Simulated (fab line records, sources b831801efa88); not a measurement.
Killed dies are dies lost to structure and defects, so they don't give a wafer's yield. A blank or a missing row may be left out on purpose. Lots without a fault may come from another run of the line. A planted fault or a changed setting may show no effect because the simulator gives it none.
fab line records | flow sky130
record lots=6 wafers=18 last_day=49
route steps=708 shown LDD_HVP@286 LDD_LDN@289 PAD_OPEN@708
lots that met no fault: from a run of the same line without faults
start_h: hours from the record's first day to the start of the lot's first wafer shown | wait_h: hours since the lot's step before | " the same as in the row above | L1.1+2: a row that stands for several wafers | - no value, or no start given | * or withheld: withheld | < > ~ a bound
route shown NAME@n: a module of which the file shows steps, and the number in the route of the first | usual: mean/standard deviation of fault-free wafers | same: alike in all rows | chamber/n: place in a boat | sites: the reading at each site | _std_site: their standard deviation | _edge_site: outer sites' mean less inner sites' | radius_mm: how far each site lies from the wafer's centre | mask NAME#n: copy n | behind: the tool/chamber that last shaped the wafer | hold: why the lot was held/for how many hours/how that ended | device: the transistor (n, p or np) that didn't switch | end of line: the same wafers' tests at the end of the route | a step without rows: its recipe alone | killed: dies lost to structure and defects at the first sort, not the wafer's yield | map: a wafer's dies, x killed, . not, _ none there
set.NAME: the setting as run; set.NAME@STEP: as run at that earlier step | model.NAME: the simulator's own value behind a step, which no gauge read
lots at some steps of the route; a table a step, a row a wafer
services: from which hour (start_h, from the record's first day; less than 0 if before it) a tool's chamber was out of use, for how many hours, and why
## steps
# step SKY_LDD_HVP_IMPLANT_08
# recipe species=B energy_kev=20 dose_cm2=1.7e+13 tilt_deg=17.9
# step SKY_LDD_HVP_STRIP_09
# recipe chemistry=O2/N2 power_w=1400 pressure_mtorr=1500 platen_temp_c=withheld o2_flow_sccm=3000 n2_flow_sccm=300 overash_fraction=0.5
# usual drypump_motor_current_A=5.5/0.48 o2_flow_sccm=2998/9.7 oes_product_au=0.408/0.0049 strip_time_to_endpoint_s=4.126/0.016
# columns lot.wafer tool chamber start_h wait_h drypump_motor_current_A o2_flow_sccm oes_product_au rf_hours_counter_h strip_time_to_endpoint_s
L701.2 plasma_asher-01 0 508.56 0.1 4.9 2998 0.412 83 4.129
L701.5 " 0 " " 4.9 2985 0.410 - 4.134
L701.6 " 1 " " 5.1 2998 0.402 - 4.131
L709.2 plasma_asher-02 0 575.66 0.1 6.3 2993 0.409 14 4.150
L709.4 " 1 " " 5.6 2995 0.407 - 4.144
L709.6 " 0 " " 6.3 3003 0.409 - 4.138
L711.1 plasma_asher-02 1 596.56 0.1 5.6 2997 0.414 16 4.143
L711.2 " 0 " " 6.3 2978 0.406 16 4.148
L711.6 " 0 " " 6.3 2998 0.413 - 4.132
L715.2 plasma_asher-02 1 627.06 0.1 5.6 3004 0.406 20 4.126
L715.4 " 0 " " 6.3 3016 0.412 - 4.133
L715.6 " 1 " " 5.5 2980 0.405 - 4.120
L719.1 plasma_asher-02 1 649.62 0.1 5.6 2993 0.403 23 4.120
L719.4 " 1 " " 5.6 3004 0.402 - 4.127
L719.5 " 0 " " 6.3 3007 0.397 - 4.129
L720.1 plasma_asher-01 1 670.06 0.1 5.1 3000 0.414 100 4.101
L720.2 " 0 " " 4.9 3007 0.408 100 4.100
L720.6 " 1 " " 5.1 3014 0.404 - 4.110
# step SKY_LDD_HVP_TW_MEAS_10
# usual LDD_HVP_TW=455.1/2.3
# columns lot.wafer tool chamber start_h wait_h LDD_HVP_TW
L701.2 film_metro-02 - 508.67 0.1 454.1
L701.5 " - " " 454.7
L701.6 " - " " 457.1
L709.2 film_metro-01 - 575.77 0.1 454.9
L709.4 " - " " 454.7
L709.6 " - " " 454.7
L711.1 film_metro-02 - 596.66 0.1 456.2
L711.2 " - " " 457.9
L711.6 " - " " 457.7
L715.2 film_metro-04 - 627.17 0.1 453.3
L715.4 " - " " 454.1
L715.6 " - " " 452.0
L719.1 film_metro-01 - 649.72 0.1 460.4
L719.4 " - " " 456.8
L719.5 " - " " 459.2
L720.1 film_metro-04 - 670.16 0.1 455.4
L720.2 " - " " 454.3
L720.6 " - " " 453.6
# step SKY_LDD_LDN_DEHYDRATE_00
# recipe temp_c=200 time_s=60
# step SKY_LDD_LDN_HMDS_01
# recipe prime_time_s=60 prime_temp_c=120
# step SKY_LDD_LDN_COAT_02
# recipe resist=NOVOLAK spin_rpm=3000 resist_thk_nm=1140
# step SKY_LDD_LDN_SOFTBAKE_03
# recipe temp_c=90 time_s=60 resist=NOVOLAK
# step SKY_LDD_LDN_EXPOSE_04
# recipe mask_id=LDNTM na=0.6 source_shape=conventional sigma_outer=0.6 polarization=unpolarized target_cd_nm=700 dose_mj=140
# step SKY_LDD_LDN_PEB_05
# recipe temp_c=withheld time_s=* resist=NOVOLAK
# step SKY_LDD_LDN_DEVELOP_06
# recipe resist=NOVOLAK developer=TMAH develop_time_s=60 dev_temp_c=23
# step SKY_LDD_LDN_OVL_MEAS_07
# usual LDD_LDN_OVL=-0.1/1.4
# columns lot.wafer tool chamber start_h wait_h LDD_LDN_OVL[nm]
L701.2 overlay-02 - 539.76 0.1 -0.7
L701.5 " - " " 0.4
L701.6 " - " " 0.3
L709.2 overlay-02 - 605.36 0.1 -0.1
L709.4 " - " " 1.3
L709.6 " - " " 1.4
L711.1 overlay-02 - 625.31 0.1 -0.1
L711.2 " - " " -1.3
L711.6 " - " " 0.4
L715.2 overlay-01 - 655.93 0.1 0.5
L715.4 " - " " -0.4
L715.6 " - " " 0.0
L719.1 overlay-01 - 677.02 0.1 -1.4
L719.4 " - " " -2.0
L719.5 " - " " -2.7
L720.1 overlay-02 - 697.81 0.1 -1.3
L720.2 " - " " -0.3
L720.6 " - " " -0.6
# step SKY_LDD_LDN_IMPLANT_08
# recipe species=As energy_kev=15 dose_cm2=1.25e+13 tilt_deg=withheld rotation_deg=23
# step SKY_LDD_LDN_IMPLANT_09
# recipe species=As energy_kev=15 dose_cm2=1.25e+13 tilt_deg=withheld rotation_deg=113
# usual faraday_current_uA=70.5/1.5
# columns lot.wafer tool chamber start_h wait_h faraday_current_uA
L701.2 implanter-02 0 539.97 0.1 69.9
L701.5 " 0 " " 68.2
L701.6 " 0 " " 70.5
L709.2 implanter-03 0 605.57 0.1 72.1
L709.4 " 0 " " 72.8
L709.6 " 0 " " 72.7
L711.1 implanter-03 0 625.49 0.1 72.0
L711.2 " 0 " " 70.2
L711.6 " 0 " " 69.5
L711.1 implanter-03 0 625.81 0.3 71.0
L711.2 " 0 " " 67.3
L711.6 " 0 " " 69.9
L715.2 implanter-04 0 656.13 0.1 72.0
L715.4 " 0 " " 74.0
L715.6 " 0 " " 69.5
L715.2 implanter-04 0 656.45 0.3 70.8
L715.4 " 0 " " 71.0
L715.6 " 0 " " 68.8
L719.1 implanter-03 0 677.21 0.1 71.4
L719.4 " 0 " " 69.5
L719.5 " 0 " " 71.8
L720.1 implanter-03 0 697.99 0.1 68.6
L720.2 " 0 " " 71.0
L720.6 " 0 " " 69.3
# step SKY_LDD_LDN_IMPLANT_10
# recipe species=As energy_kev=15 dose_cm2=1.25e+13 tilt_deg=withheld rotation_deg=203
# step SKY_LDD_LDN_IMPLANT_11
# recipe species=As energy_kev=15 dose_cm2=1.25e+13 tilt_deg=withheld rotation_deg=293
# step SKY_LDD_LDN_STRIP_12
# recipe chemistry=O2/N2 power_w=1400 pressure_mtorr=1500 platen_temp_c=withheld o2_flow_sccm=3000 n2_flow_sccm=300 overash_fraction=0.5
# usual drypump_motor_current_A=5.3/0.46 o2_flow_sccm=3001/8.3 oes_product_au=0.716/0.0047 strip_time_to_endpoint_s=14.16/0.041
# columns lot.wafer tool chamber start_h wait_h drypump_motor_current_A o2_flow_sccm oes_product_au rf_hours_counter_h strip_time_to_endpoint_s
L701.2 plasma_asher-04 1 540.39 0.1 4.7 3008 0.721 40 14.21
L701.5 " 1 " " 4.7 3009 0.713 - 14.22
L701.6 " 0 " " 5.9 3008 0.720 - 14.18
L709.2 plasma_asher-04 1 605.99 0.1 4.7 2992 0.715 47 14.13
L709.4 " 0 " " 5.9 3006 0.723 - 14.14
L709.6 " 1 " " 4.7 3004 0.714 - 14.14
L711.1 plasma_asher-04 1 626.26 0.1 4.7 3002 0.721 50 14.21
L711.2 " 0 " " 5.9 2988 0.724 50 14.18
L711.6 " 1 " " 4.7 3017 0.715 - 14.15
L715.2 plasma_asher-03 1 656.88 0.1 5.3 3012 0.713 80 14.11
L715.4 " 1 " " 5.3 3009 0.718 - 14.10
L715.6 " 0 " " 5.5 2992 0.709 - 14.10
L719.1 plasma_asher-01 0 677.66 0.1 4.9 3001 0.712 101 14.13
L719.4 " 0 " " 4.9 2993 0.713 - 14.17
L719.5 " 0 " " 4.9 2990 0.713 - 14.15
L720.1 plasma_asher-03 1 698.44 0.1 5.3 3004 0.719 85 14.15
L720.2 " 0 " " 5.5 2990 0.713 85 14.16
L720.6 " 0 " " 5.6 3019 0.717 - 14.15
# step SKY_LDD_LDN_TW_MEAS_13
# usual LDD_LDN_TW=1482/7.6
# columns lot.wafer tool chamber start_h wait_h LDD_LDN_TW
L701.2 film_metro-01 - 540.50 0.1 1469
L701.5 " - " " 1472
L701.6 " - " " 1473
L709.2 film_metro-02 - 606.10 0.1 1482
L709.4 " - " " 1482
L709.6 " - " " 1493
L711.1 film_metro-03 - 626.36 0.1 1584
L711.2 " - " " 1590
L711.6 " - " " 1592
L715.2 film_metro-03 - 656.99 0.1 1574
L715.4 " - " " 1558
L715.6 " - " " 1568
L719.1 film_metro-03 - 677.76 0.1 1486
L719.4 " - " " 1488
L719.5 " - " " 1483
L720.1 film_metro-02 - 698.54 0.1 1492
L720.2 " - " " 1483
L720.6 " - " " 1492
# step SKY_LDD_LDN_CLEAN_14
# recipe chemistry=SC1/SC2 mix=1:4:20 temp_c=70 time_s=150 dry=n2_spin
# step SKY_PAD_OPEN_PROBE_99
# usual killed_at_M0_to_M3=43/7.1 killed_at_M4_up=3.1/1.7 killed_at_contacts=23/5.1 killed_at_front_end=14/4.4 killed_at_other=0.3/0.47 killed_dies=84/9.9 killed_open=45/6.6 killed_short=38/6.8
# same gross_dies=492 killed_at_back_side=0
# columns lot.wafer tool chamber start_h wait_h killed_at_M0_to_M3 killed_at_M4_up killed_at_contacts killed_at_front_end killed_at_other killed_dies killed_open killed_short model.etest.tip_sonos.rs_ohm_sq
L701.2 prober-01 - 1085.39 0.1 39 5 26 14 0 84 45 39 2681
L701.5 prober-01 - 1085.54 0.2 45 2 28 16 1 92 58 34 2664
L701.6 prober-01 - 1085.59 0.2 44 7 26 18 0 95 44 51 2663
L709.2 prober-02 - 1131.57 0.1 53 1 21 8 0 83 42 41 2546
L709.4 prober-02 - 1131.67 0.2 39 2 28 11 0 80 46 34 2558
L709.6 prober-02 - 1131.77 0.2 40 2 22 9 0 73 39 34 2623
L711.1 prober-02 - 1143.80 0.1 52 3 23 19 0 97 58 39 2346
L711.2 prober-02 - 1143.85 0.1 46 3 31 9 0 89 52 37 2347
L711.6 prober-02 - 1144.05 0.2 51 1 28 12 0 92 49 43 2313
L715.2 prober-02 - 1165.43 0.1 35 2 31 13 0 81 48 33 2473
L715.4 prober-02 - 1165.53 0.2 36 4 29 8 0 77 40 37 2483
L715.6 prober-02 - 1165.63 0.2 55 4 17 14 0 90 43 47 2494
L719.1 prober-02 - 1179.59 0.1 43 5 31 9 1 89 50 39 2596
L719.4 prober-02 - 1179.74 0.2 41 4 21 8 0 74 46 28 2616
L719.5 prober-02 - 1179.79 0.2 30 2 21 10 0 63 42 21 2612
L720.1 prober-01 - 1187.05 0.1 34 5 13 16 1 69 42 27 2645
L720.2 prober-01 - 1187.10 0.1 32 5 13 10 0 60 27 33 2605
L720.6 prober-01 - 1187.30 0.2 32 6 18 12 1 69 41 28 2648
# killed by level:class
L701.2 VIA2:geometric_particle:open=8 LI_CONTACT:geometric_particle:open=7 CONTACT:geometric_particle:open=7 VIA1:geometric_particle:open=7 CONTACT:geometric_particle:short=6 METAL1:geometric_particle:short=5 METAL2:geometric_particle:short=5 POLY_GATE:geometric_particle:open=4
L701.5 VIA1:geometric_particle:open=13 CONTACT:geometric_particle:open=13 LI_CONTACT:geometric_particle:open=6 METAL2:geometric_particle:short=6 VIA2:geometric_particle:open=6 METAL1:geometric_particle:short=5 VIA3:geometric_particle:open=5 FIELD_ISO:geometric_particle:short=4
L701.6 CONTACT:geometric_particle:open=10 POLY_GATE:geometric_particle:short=9 VIA2:geometric_particle:open=7 VIA3:geometric_particle:open=7 VIA1:geometric_particle:short=7 VIA1:geometric_particle:open=7 LI_CONTACT:geometric_particle:open=6 METAL1:geometric_particle:short=5
L709.2 VIA1:geometric_particle:open=15 VIA1:geometric_particle:short=9 CONTACT:geometric_particle:open=8 CONTACT:geometric_particle:short=7 VIA2:geometric_particle:open=7 METAL2:geometric_particle:short=6 VIA3:geometric_particle:open=4 FIELD_ISO:geometric_particle:short=3
L709.4 CONTACT:geometric_particle:open=10 VIA1:geometric_particle:open=9 VIA2:geometric_particle:open=7 LI_CONTACT:geometric_particle:open=6 LOCAL_INTERCONNECT:geometric_particle:short=5 CONTACT:geometric_particle:short=5 FIELD_ISO:geometric_particle:open=4 POLY_GATE:geometric_particle:short=3
L709.6 VIA3:geometric_particle:open=9 CONTACT:geometric_particle:open=8 VIA1:geometric_particle:open=6 METAL1:geometric_particle:short=6 VIA2:geometric_particle:open=6 LOCAL_INTERCONNECT:geometric_particle:short=5 VIA1:geometric_particle:short=5 LI_CONTACT:geometric_particle:open=4
L711.1 VIA1:geometric_particle:open=19 CONTACT:geometric_particle:open=10 METAL1:geometric_particle:short=8 POLY_GATE:geometric_particle:open=6 LI_CONTACT:geometric_particle:open=6 POLY_GATE:geometric_particle:short=5 METAL2:geometric_particle:short=5 FIELD_ISO:geometric_particle:open=4
L711.2 CONTACT:geometric_particle:open=16 VIA3:geometric_particle:open=9 LI_CONTACT:geometric_particle:open=7 VIA1:geometric_particle:open=7 VIA2:geometric_particle:open=7 CONTACT:geometric_particle:short=5 METAL3:geometric_particle:short=5 VIA3:geometric_particle:short=4
L711.6 VIA1:geometric_particle:open=14 CONTACT:geometric_particle:open=11 VIA3:geometric_particle:open=9 LOCAL_INTERCONNECT:geometric_particle:short=7 VIA2:geometric_particle:open=6 LI_CONTACT:geometric_particle:open=5 VIA1:geometric_particle:short=5 POLY_GATE:geometric_particle:short=4
L715.2 LI_CONTACT:geometric_particle:open=13 CONTACT:geometric_particle:open=12 METAL2:geometric_particle:short=8 METAL3:geometric_particle:short=4 VIA1:geometric_particle:open=4 VIA3:geometric_particle:open=4 FIELD_ISO:geometric_particle:short=3 POLY_GATE:geometric_particle:short=3
L715.4 CONTACT:geometric_particle:open=11 VIA2:geometric_particle:open=8 LI_CONTACT:geometric_particle:open=7 VIA3:geometric_particle:open=6 CONTACT:geometric_particle:short=5 METAL1:geometric_particle:short=5 LOCAL_INTERCONNECT:geometric_particle:short=4 VIA3:geometric_particle:short=4
L715.6 METAL1:geometric_particle:short=9 VIA2:geometric_particle:open=9 VIA1:geometric_particle:open=7 VIA2:geometric_particle:short=7 CONTACT:geometric_particle:open=6 LI_CONTACT:geometric_particle:open=5 VIA1:geometric_particle:short=5 FIELD_ISO:geometric_particle:short=4
L719.1 CONTACT:geometric_particle:open=13 VIA1:geometric_particle:open=13 VIA1:geometric_particle:short=11 LI_CONTACT:geometric_particle:open=8 METAL1:geometric_particle:short=5 CONTACT:geometric_particle:short=5 VIA2:geometric_particle:open=4 METAL3:geometric_particle:short=4
L719.4 VIA1:geometric_particle:open=19 CONTACT:geometric_particle:open=9 VIA3:geometric_particle:open=5 LI_CONTACT:geometric_particle:open=5 CONTACT:geometric_particle:short=5 METAL1:geometric_particle:short=4 FIELD_ISO:geometric_particle:short=3 VIA1:geometric_particle:short=3
L719.5 VIA1:geometric_particle:open=10 LI_CONTACT:geometric_particle:open=9 CONTACT:geometric_particle:open=5 VIA3:geometric_particle:open=5 CONTACT:geometric_particle:short=4 VIA2:geometric_particle:open=4 SPACER:geometric_particle:open=3 METAL2:geometric_particle:short=3
L720.1 VIA1:geometric_particle:open=10 VIA3:geometric_particle:open=6 FIELD_ISO:geometric_particle:open=4 LI_CONTACT:geometric_particle:open=4 METAL4:geometric_particle:short=4 METAL2:geometric_particle:short=4 VIA2:geometric_particle:short=4 FIELD_ISO:geometric_particle:short=3
L720.2 VIA1:geometric_particle:open=6 VIA3:geometric_particle:short=5 VIA1:geometric_particle:short=5 VIA3:geometric_particle:open=4 LOCAL_INTERCONNECT:geometric_particle:short=4 CONTACT:geometric_particle:open=4 METAL4:geometric_particle:short=4 VIA2:geometric_particle:short=4
L720.6 VIA1:geometric_particle:open=12 CONTACT:geometric_particle:open=6 METAL1:geometric_particle:short=6 VIA3:geometric_particle:open=6 LOCAL_INTERCONNECT:geometric_particle:short=5 METAL4:geometric_particle:short=5 FIELD_ISO:geometric_particle:open=4 POLY_GATE:geometric_particle:open=3
## services
# columns tool chamber start_h hours kind
implanter-02 - 530.72 2.5 repair
implanter-02 - 551.21 5.7 pm
implanter-04 - 573.32 13.5 pm
plasma_asher-01 - 578.85 2.8 pm
plasma_asher-01 - 591.32 3.3 repair
plasma_asher-03 - 601.09 52.7 repair
implanter-03 - 621.59 3.3 pm
plasma_asher-03 - 623.90 3.5 repair
plasma_asher-02 - 641.04 1.4 repair
plasma_asher-04 - 695.32 8.7 pm
## key
first_sign step=SKY_LDD_LDN_IMPLANT_09 reading=visit direction=added
effect step=SKY_LDD_LDN_TW_MEAS_13 reading=LDD_LDN_TW direction=up sigmas=13 usual=1482 struck=1578
model_effect step=SKY_PAD_OPEN_PROBE_99 value=etest.tip_sonos.rs_ohm_sq without=2721 struck=2410
met_at SKY_LDD_LDN_IMPLANT_09
struck_wafers L711.1,L711.2,L711.6,L715.2,L715.4,L715.6
tester_left_out L711,L715
fault kind=repeated_step_whole tool=implanter-02,implanter-03,implanter-04 chamber=- onset_h=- steps=SKY_LDD_LDN_IMPLANT_09 times=1 scope=struck_lots_only
# tester_left_out: of these lots the tester's yield and bins aren't shown, on N5 and GAA mostly nor the transistor test; their killed dies are dies lost to structure and defects alone, not to doping, threshold or leakage, so they don't give the yield
